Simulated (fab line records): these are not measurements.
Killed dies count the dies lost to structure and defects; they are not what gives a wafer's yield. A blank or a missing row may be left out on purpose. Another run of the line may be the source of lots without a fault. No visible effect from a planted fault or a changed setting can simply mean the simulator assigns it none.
Shared-tool check || flow gf180mcu || Lots sampled 14, wafers sampled 42

## WHAT PROMPTED THE OPENING
Of 14 lots, 2 have the reading DUAL_GATE_OXIDATION_00_THK flagged at GF_DUAL_GATE_THK_MEAS_03. Fault-free wafers read 10.93 nm, with a standard deviation of 0.16.
Rule: a lot gets a flag if all its wafers with a number sit over 4 standard deviations from that mean, or if no wafer of it has a number. As for the other lots, they are considered sound.

{"lot": "L357", "measured": "day 7 16:50", "on": "film metro-01", "DUAL_GATE_OXIDATION_00_THK (nm), wafer by wafer": "10.50 10.69 10.76", "flag": ""}
{"lot": "L358", "measured": "day 7 20:30", "on": "film metro-04", "DUAL_GATE_OXIDATION_00_THK (nm), wafer by wafer": "10.96 10.87 10.83", "flag": ""}
{"lot": "L359", "measured": "day 8 10:34", "on": "film metro-04", "DUAL_GATE_OXIDATION_00_THK (nm), wafer by wafer": "10.99 10.84 11.28", "flag": ""}
{"lot": "L360", "measured": "day 8 15:25", "on": "film metro-02", "DUAL_GATE_OXIDATION_00_THK (nm), wafer by wafer": "11.09 11.10 10.93", "flag": ""}
{"lot": "L361", "measured": "day 8 20:37", "on": "film metro-04", "DUAL_GATE_OXIDATION_00_THK (nm), wafer by wafer": "11.07 10.98 11.22", "flag": ""}
{"lot": "L367", "measured": "day 10 11:17", "on": "film metro-04", "DUAL_GATE_OXIDATION_00_THK (nm), wafer by wafer": "10.71 10.69 10.73", "flag": ""}
{"lot": "L368", "measured": "day 10 19:38", "on": "film metro-01", "DUAL_GATE_OXIDATION_00_THK (nm), wafer by wafer": "17.32 17.36 17.15", "flag": "FLAGGED"}
{"lot": "L370", "measured": "day 11 07:37", "on": "film metro-04", "DUAL_GATE_OXIDATION_00_THK (nm), wafer by wafer": "16.88 16.73 17.07", "flag": "FLAGGED"}
{"lot": "L371", "measured": "day 11 14:02", "on": "film metro-02", "DUAL_GATE_OXIDATION_00_THK (nm), wafer by wafer": "11.07 11.27 11.20", "flag": ""}
{"lot": "L376", "measured": "day 13 00:37", "on": "film metro-04", "DUAL_GATE_OXIDATION_00_THK (nm), wafer by wafer": "10.80 10.86 10.75", "flag": ""}
{"lot": "L377", "measured": "day 13 06:22", "on": "film metro-04", "DUAL_GATE_OXIDATION_00_THK (nm), wafer by wafer": "10.93 10.78 10.92", "flag": ""}
{"lot": "L378", "measured": "day 13 09:59", "on": "film metro-01", "DUAL_GATE_OXIDATION_00_THK (nm), wafer by wafer": "10.53 10.92 10.65", "flag": ""}
{"lot": "L379", "measured": "day 13 16:46", "on": "film metro-01", "DUAL_GATE_OXIDATION_00_THK (nm), wafer by wafer": "10.78 10.68 10.71", "flag": ""}
{"lot": "L380", "measured": "day 14 02:02", "on": "film metro-02", "DUAL_GATE_OXIDATION_00_THK (nm), wafer by wafer": "10.90 10.84 10.84", "flag": ""}
Average over the flagged lots: 17.09 nm; offset from the usual +6.16 nm, equal to +38 standard deviations.

## WHICH TOOL RAN EACH LOT
The record holds 1 process step before the reading, out of a route of 602 steps. Read each cell as the tool, then ch plus the chambers that the sampled wafers visited, then the start.
{"lot": "L357", "flag": "", "GF_DUAL_GATE_OXIDATION_02": "furnace-02 ch 0, day 7 15:23"}
{"lot": "L358", "flag": "", "GF_DUAL_GATE_OXIDATION_02": "furnace-01 ch 0, day 7 19:03"}
{"lot": "L359", "flag": "", "GF_DUAL_GATE_OXIDATION_02": "furnace-02 ch 0, day 8 09:06"}
{"lot": "L360", "flag": "", "GF_DUAL_GATE_OXIDATION_02": "furnace-01 ch 0, day 8 13:58"}
{"lot": "L361", "flag": "", "GF_DUAL_GATE_OXIDATION_02": "furnace-01 ch 0, day 8 19:11"}
{"lot": "L367", "flag": "", "GF_DUAL_GATE_OXIDATION_02": "furnace-02 ch 0, day 10 09:50"}
{"lot": "L368", "flag": "FLAGGED", "GF_DUAL_GATE_OXIDATION_02": "furnace-01 ch 0, day 10 18:11"}
{"lot": "L370", "flag": "FLAGGED", "GF_DUAL_GATE_OXIDATION_02": "furnace-01 ch 0, day 11 06:08"}
{"lot": "L371", "flag": "", "GF_DUAL_GATE_OXIDATION_02": "furnace-02 ch 0, day 11 12:36"}
{"lot": "L376", "flag": "", "GF_DUAL_GATE_OXIDATION_02": "furnace-02 ch 0, day 12 23:10"}
{"lot": "L377", "flag": "", "GF_DUAL_GATE_OXIDATION_02": "furnace-02 ch 0, day 13 04:55"}
{"lot": "L378", "flag": "", "GF_DUAL_GATE_OXIDATION_02": "furnace-02 ch 0, day 13 08:31"}
{"lot": "L379", "flag": "", "GF_DUAL_GATE_OXIDATION_02": "furnace-02 ch 0, day 13 15:16"}
{"lot": "L380", "flag": "", "GF_DUAL_GATE_OXIDATION_02": "furnace-01 ch 0, day 14 00:34"}
What the steps here do:
- GF_DUAL_GATE_OXIDATION_02: stabilise 600 s, purge 300 s, target thk 10.887 nm.
- GF_DUAL_GATE_THK_MEAS_03

## FLAGGED OVER TOTAL, TOOL BY TOOL (the gauges that took the reading come last)
{"step": "GF_DUAL_GATE_OXIDATION_02", "tool": "furnace-01", "lots run": 6, "flagged": 2, "share of the flagged lots": "all", "sound lots run after its first flagged lot": "1 (L380)"}
{"step": "GF_DUAL_GATE_OXIDATION_02", "tool": "furnace-02", "lots run": 8, "flagged": 0, "share of the flagged lots": "none", "sound lots run after its first flagged lot": "-"}
{"step": "GF_DUAL_GATE_THK_MEAS_03", "tool": "film metro-01", "lots run": 4, "flagged": 1, "share of the flagged lots": "some", "sound lots run after its first flagged lot": "2 (L378,L379)"}
{"step": "GF_DUAL_GATE_THK_MEAS_03", "tool": "film metro-02", "lots run": 3, "flagged": 0, "share of the flagged lots": "none", "sound lots run after its first flagged lot": "-"}
{"step": "GF_DUAL_GATE_THK_MEAS_03", "tool": "film metro-04", "lots run": 7, "flagged": 1, "share of the flagged lots": "some", "sound lots run after its first flagged lot": "2 (L376,L377)"}

## WHAT THE TABLE ALLOWS
Rows of the table that ran each flagged lot: 1, that is furnace-01 at GF_DUAL_GATE_OXIDATION_02.
- furnace-01 at GF_DUAL_GATE_OXIDATION_02: 2 of its 6 lots flagged. Sound lots ran on it after the first flagged one (L380), which a lasting fault on the whole tool wouldn't allow.
None of the table's rows ran every flagged lot and, after the first, no sound lot.

## WHAT HAD BEEN PUT IN BY THE SIMULATOR
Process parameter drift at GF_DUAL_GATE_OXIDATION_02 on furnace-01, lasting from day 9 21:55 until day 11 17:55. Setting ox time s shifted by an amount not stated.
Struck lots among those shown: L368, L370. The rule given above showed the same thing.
